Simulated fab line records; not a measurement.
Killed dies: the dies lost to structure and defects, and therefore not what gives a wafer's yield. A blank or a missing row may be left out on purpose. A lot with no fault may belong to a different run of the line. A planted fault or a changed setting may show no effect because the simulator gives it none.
Matching of chambers :: flow gf180mcu :: GF_STI_CMP_25 on cmp-02 has 4 sister chambers
The step polishes, stops on Si3N4, t overpolish 33 s, target thk 524.6 nm. 4 wafers are shown with their chamber, then 8 later ones without.

EACH WAFER AND ITS CHAMBER
wafer: L087.6
chamber: 3
motor-current-A (A): 13.3

wafer: L088.2
chamber: 1
motor-current-A (A): 12.0

wafer: L088.6
chamber: 2
motor-current-A (A): 11.9

wafer: L089.1
chamber: 0
motor-current-A (A): 11.0

WAFERS WITHOUT THEIR CHAMBER
wafer: L089.4
motor-current-A (A): 11.6

wafer: L089.6
motor-current-A (A): 11.1

wafer: L092.1
motor-current-A (A): 11.5

wafer: L092.5
motor-current-A (A): 11.4

wafer: L092.6
motor-current-A (A): 12.3

wafer: L096.1
motor-current-A (A): 11.5

wafer: L096.4
motor-current-A (A): 10.8

wafer: L096.5
motor-current-A (A): 12.9

WHICH CHAMBER EACH ONE RAN IN
wafer: L089.4
from the rows above: can't be placed: 2 or 1 or 0
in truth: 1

wafer: L089.6
from the rows above: 0
in truth: 0

wafer: L092.1
from the rows above: can't be placed: 2 or 0 or 1
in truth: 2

wafer: L092.5
from the rows above: can't be placed: 0 or 2 or 1
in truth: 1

wafer: L092.6
from the rows above: can't be placed: 1 or 2
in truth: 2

wafer: L096.1
from the rows above: can't be placed: 2 or 0 or 1
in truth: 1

wafer: L096.4
from the rows above: 0
in truth: 0

wafer: L096.5
from the rows above: can't be placed: 3 or 1 or 2
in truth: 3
Correct placement for 2 of the 8. Unplaceable from these rows: 6, with the true chamber sitting among the candidates in 6. Number placed wrongly: 0.
How it was worked out, from the rows above alone: a wafer's distance from a chamber is the root of the sum, over the readings, of the square of ((its reading less the chamber's mean) divided by the reading's scatter). The wafer belongs to the nearest chamber; if the next one is less than 2 further off, it can't be placed. A chamber's mean is the mean of its shown wafers. The scatter: with one shown wafer a chamber, the root of the mean of the squares of how far each hidden wafer lies from its nearest shown one.
